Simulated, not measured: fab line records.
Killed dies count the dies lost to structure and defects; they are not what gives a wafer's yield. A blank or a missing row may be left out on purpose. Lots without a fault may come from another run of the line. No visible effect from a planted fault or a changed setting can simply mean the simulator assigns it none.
2 desks, one fault -- flow sky130 -- numbers are kept per desk, each desk with only its own; the story behind them comes last

AT THE TOOL OWNER'S DESK: lpcvd-01
The tool's own readings at SKY_POLY_GATE_CVD_00 (deposits poly-Si, target thk 180 nm, time 720 s): means of the sampled wafers that have a number, for each lot that ran on this tool. A lot is out of limits, marked OUT, if its mean lies more than 4 standard deviations from the usual mean; the brackets give that distance. It has 8 readings, of which 7 appear: the earliest out of limits, and the ones furthest out on some lot.
Columns: A = spike tc bottom C at SKY_POLY_GATE_CVD_00, usual 639.9 C; B = spike tc centre C at SKY_POLY_GATE_CVD_00, usual 620.2 C; C = spike tc lower C at SKY_POLY_GATE_CVD_00, usual 619.3 C; D = spike tc top C at SKY_POLY_GATE_CVD_00, usual 636 C; E = spike tc upper C at SKY_POLY_GATE_CVD_00, usual 620.5 C; F = susceptor temp C at SKY_POLY_GATE_CVD_00, usual 620.02 C; G = zone power upper pct at SKY_POLY_GATE_CVD_00, usual 8.78 %
lot,first seen here,A,B,C,D,E,F,G
L651,day 15 07:10,637.6,620.9,619.0,633,621.0,619.78,8.67
L652,day 15 14:21,611.3 (-10) OUT,594.7 (-21) OUT,594.0 (-18) OUT,606 (-6.7) OUT,594.2 (-20) OUT,593.21 (-99 or more) OUT,8.08 (-8.2) OUT
L653,day 15 15:33,616.9 (-8.2) OUT,593.6 (-22) OUT,591.5 (-20) OUT,616 (-4.5) OUT,593.5 (-21) OUT,593.54 (-98) OUT,8.06 (-8.5) OUT
L663,day 19 08:23,638.1,620.6,619.4,633,620.7,619.72,8.72
L664,day 20 01:45,637.2,621.4,620.3,633,620.7,619.88,8.78
L665,day 20 10:18,642.9,619.8,618.3,641,621.1,620.30,8.65
L667,day 22 01:31,638.1,621.0,620.6,633,620.6,619.77,8.81
L668,day 22 01:31,642.2,618.9,618.7,642,619.5,619.99,8.77
L669,day 22 01:31,637.9,620.4,620.4,632,621.7,620.59,8.75
L672,day 22 17:12,637.2,620.7,621.0,633,620.6,619.89,8.88
This desk finds L652, L653 out of limits, L652 being first, at day 15 14:21 (spike tc bottom C at SKY_POLY_GATE_CVD_00). L651, L663, L664, L665, L667, L668, L669, L672: within limits.

FROM THE METROLOGY DESK
Lot by lot, what the gauges showed, no matter which tool ran the lot: averages of those sampled wafers that carry a number. A lot is out of limits, marked OUT, if its mean lies more than 4 standard deviations from the usual mean; the brackets give that distance.
Columns: A = VT_ADJUST_NCORE_TW at SKY_VT_ADJUST_NCORE_TW_MEAS_11, usual 218.7; B = GATE_OXIDE_TW at SKY_GATE_OXIDE_TW_MEAS_14, usual 225.3; C = POLY_GATE_CVD_00_THK at SKY_POLY_GATE_THK_MEAS_01, usual 180.9 nm
lot,first seen here,A,B,C
L651,day 9 15:15,220.9,220.8,182.9
L652,day 9 20:07,221.6,225.4,93.2 (-46) OUT
L653,day 9 21:07,222.1,228.0,94.3 (-46) OUT
L663,day 13 01:24,220.7,227.9,182.2
L664,day 13 17:56,215.7,227.4,179.7
L665,day 14 00:39,220.6,225.5,180.2
L667,day 14 07:09,214.6,226.2,183.2
L668,day 14 13:46,220.7,227.2,184.2
L669,day 14 17:49,221.5,225.8,181.7
L672,day 16 00:32,221.6,225.3,180.3
This desk's finding: out of limits on L652, L653; first on L652, day 15 15:33 (POLY_GATE_CVD_00_THK at SKY_POLY_GATE_THK_MEAS_01). L651, L663, L664, L665, L667, L668, L669, L672: within limits.

PUT TOGETHER
The tool owner's desk had the chance to raise an alarm at day 15 14:21 on L652, L653.
L652, L653 would have let the metrology desk raise an alarm at day 15 15:33.
SKY_POLY_GATE_CVD_00 was run on lpcvd-01 by each of the lots named.

WHAT HAD BEEN PUT IN BY THE SIMULATOR
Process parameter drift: lpcvd-01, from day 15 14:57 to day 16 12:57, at SKY_POLY_GATE_CVD_00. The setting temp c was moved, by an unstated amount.
Shown lots that were struck: L652, L653.
